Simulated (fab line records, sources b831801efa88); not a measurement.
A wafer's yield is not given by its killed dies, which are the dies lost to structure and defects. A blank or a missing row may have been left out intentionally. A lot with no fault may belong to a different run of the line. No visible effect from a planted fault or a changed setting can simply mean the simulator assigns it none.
The tool behind it: which one? -- flow sky130 -- 36 wafers from 12 lots sampled at 4 of the route's 708 steps

## WHAT THE GAUGES READ, wafer by wafer
SKY_VIA4_RS_MEAS_19: measures by four-point-probe. Usual: VIA4_W_RS gives 0.2262 ohm/sq (standard deviation 0.0021).
lot,measured,on,VIA4_W_RS (ohm/sq),flag
L573,day 43 03:54,filmMetro-01,0.2252 0.2244 0.2263,
L574,day 43 12:26,filmMetro-03,0.2272 0.2276 0.2248,
L576,day 44 03:23,filmMetro-03,0.2262 0.2274 0.2267,
L577,day 44 04:57,filmMetro-01,0.2272 0.2259 0.2286,
L579,day 44 16:51,filmMetro-03,0.2237 0.2239 0.2248,
L578,day 44 17:30,filmMetro-03,0.2250 0.2227 0.2238,
L580,day 45 01:49,filmMetro-03,0.2228 0.2226 0.2210,
L582,day 45 06:01,filmMetro-04,0.2263 0.2256 0.2255,
L585,day 46 09:50,filmMetro-01,0.2270 0.2252 0.2256,
L584,day 46 12:12,filmMetro-04,0.2272 0.2311 0.2303,
L587,day 46 21:40,filmMetro-01,0.2286 0.2297 0.2326,
L593,day 48 05:17,filmMetro-04,0.2252 0.2283 0.2253,

## WHAT TOOL EACH LOT RAN ON (gives the tool, then ch and the chambers of the sampled wafers, and finally the start)
lot,SKY_LOCAL_INTERCONNECT_SPUTTER_00,SKY_VIA2_CVD_21,SKY_METAL4_ETCH_16
L573,"pvdSputter-01, day 29 15:39","cvdW-02 ch 0,1, day 36 17:04","rieMetal-02 ch 0,1, day 42 02:18"
L574,"pvdSputter-03, day 30 01:14","cvdW-02 ch 0,1, day 37 01:50","rieMetal-01 ch 0,1, day 42 10:38"
L576,"pvdSputter-01, day 30 21:30","cvdW-02 ch 0,1, day 37 21:22","rieMetal-02 ch 0,1, day 43 02:27"
L577,"pvdSputter-03, day 30 22:41","cvdW-01 ch 0,1, day 37 22:28","rieMetal-01 ch 0,1, day 43 03:54"
L579,"pvdSputter-03, day 31 12:09","cvdW-02 ch 1, day 38 10:10","rieMetal-01 ch 0,1, day 43 16:15"
L578,"pvdSputter-01, day 31 12:49","cvdW-02 ch 0,1, day 38 11:55","rieMetal-04 ch 0,1, day 43 17:06"
L580,"pvdSputter-03, day 32 00:14","cvdW-02 ch 0,1, day 38 21:21","rieMetal-01 ch 0,1, day 44 00:56"
L582,"pvdSputter-03, day 32 04:20","cvdW-02 ch 0,1, day 39 01:06","rieMetal-04 ch 0,1, day 44 05:42"
L585,"pvdSputter-03, day 33 15:05","cvdW-02 ch 0,1, day 40 10:08","rieMetal-01 ch 0,1, day 45 10:01"
L584,"pvdSputter-03, day 33 19:08","cvdW-02 ch 0,1, day 40 12:28","rieMetal-01 ch 0,1, day 45 12:45"
L587,"pvdSputter-01, day 34 07:27","cvdW-02 ch 0,1, day 41 00:22","rieMetal-01 ch 0,1, day 45 23:30"
L593,"pvdSputter-01, day 36 03:09","cvdW-01 ch 0,1, day 42 15:23","rieMetal-04 ch 0,1, day 47 07:46"
- SKY_LOCAL_INTERCONNECT_SPUTTER_00: material TiN, target thk 100 nm, time 83.3 s.
- SKY_VIA2_CVD_21: deposits W, target thk 420 nm, time 126.4 s.
- SKY_METAL4_ETCH_16: etches BARC in N2/H2, stops on SiO2, time 88.2 s, target depth 60 nm.

## WHAT THE TOOLS THEMSELVES READ (means of the sampled wafers that have a number; where no wafer has one, the mark that the record gives instead)
SKY_LOCAL_INTERCONNECT_SPUTTER_00. Usual: susceptorTempC 299.98 C, standard deviation 0.19; throttleValvePct 30.2 %, standard deviation 0.94.
lot,tool,susceptorTempC (C),throttleValvePct (%),flag
L573,pvdSputter-01,299.98,30.6,
L574,pvdSputter-03,300.01,29.5,
L576,pvdSputter-01,300.00,30.6,
L577,pvdSputter-03,299.88,29.0,
L579,pvdSputter-03,300.10,29.6,
L578,pvdSputter-01,300.05,30.9,
L580,pvdSputter-03,300.09,29.1,
L582,pvdSputter-03,299.84,29.5,
L585,pvdSputter-03,300.02,30.0,
L584,pvdSputter-03,299.88,30.1,
L587,pvdSputter-01,300.00,30.6,
L593,pvdSputter-01,300.16,30.4,

SKY_VIA2_CVD_21. Usual: heaterPowerW 962 W, standard deviation 64; susceptorTempC 400.02 C, standard deviation 0.24.
lot,tool,heaterPowerW (W),susceptorTempC (C),flag
L573,cvdW-02,948,399.98,
L574,cvdW-02,972,400.05,
L576,cvdW-02,971,400.07,
L577,cvdW-01,1039,399.93,
L579,cvdW-02,997,399.83,
L578,cvdW-02,947,399.89,
L580,cvdW-02,961,400.22,
L582,cvdW-02,979,400.18,
L585,cvdW-02,939,400.14,
L584,cvdW-02,937,400.15,
L587,cvdW-02,939,400.15,
L593,cvdW-01,986,400.07,

SKY_METAL4_ETCH_16. Usual: drypumpMotorCurrentA 5.9 A, standard deviation 0.34; n2FlowSccm 99.98 sccm, standard deviation 0.26; oesProductAu 0.626 a.u., standard deviation 0.005; throttleValvePct 13.204 %, standard deviation 0.0088.
lot,tool,drypumpMotorCurrentA (A),n2FlowSccm (sccm),oesProductAu (a.u.),throttleValvePct (%),flag
L573,rieMetal-02,6.1,100.07,0.621,13.205,
L574,rieMetal-01,6.2,99.97,0.631,13.200,
L576,rieMetal-02,6.1,99.89,0.625,13.204,
L577,rieMetal-01,6.2,99.97,0.624,13.203,
L579,rieMetal-01,6.2,100.08,0.621,13.203,
L578,rieMetal-04,5.4,100.06,0.630,13.200,
L580,rieMetal-01,6.2,100.25,0.631,13.207,
L582,rieMetal-04,5.4,99.55,0.625,13.211,
L585,rieMetal-01,6.1,100.16,0.626,13.209,
L584,rieMetal-01,6.2,99.90,0.622,13.198,
L587,rieMetal-01,6.1,100.05,0.628,13.208,
L593,rieMetal-04,5.4,100.02,0.626,13.200,

## THE ANSWER, worked out from the rows above alone
Rule: a lot is off if the mean of its wafers that have a number lies more than 3 standard deviations from the usual mean. Also off: a lot with no number at a reading for which 4 or more lots have one. All remaining lots with rows at the step are treated as sound. After the gauges, taken in route order, come the tools' own readings; for these a lot's mean is taken, as printed above. The first step at which some lot is off is used, and at that step the reading that is off furthest; a lot without a number counts as furthest.
No lot is off on any of the readings shown, so nothing can be concluded from this.

## WHAT THE SIMULATOR PUT IN
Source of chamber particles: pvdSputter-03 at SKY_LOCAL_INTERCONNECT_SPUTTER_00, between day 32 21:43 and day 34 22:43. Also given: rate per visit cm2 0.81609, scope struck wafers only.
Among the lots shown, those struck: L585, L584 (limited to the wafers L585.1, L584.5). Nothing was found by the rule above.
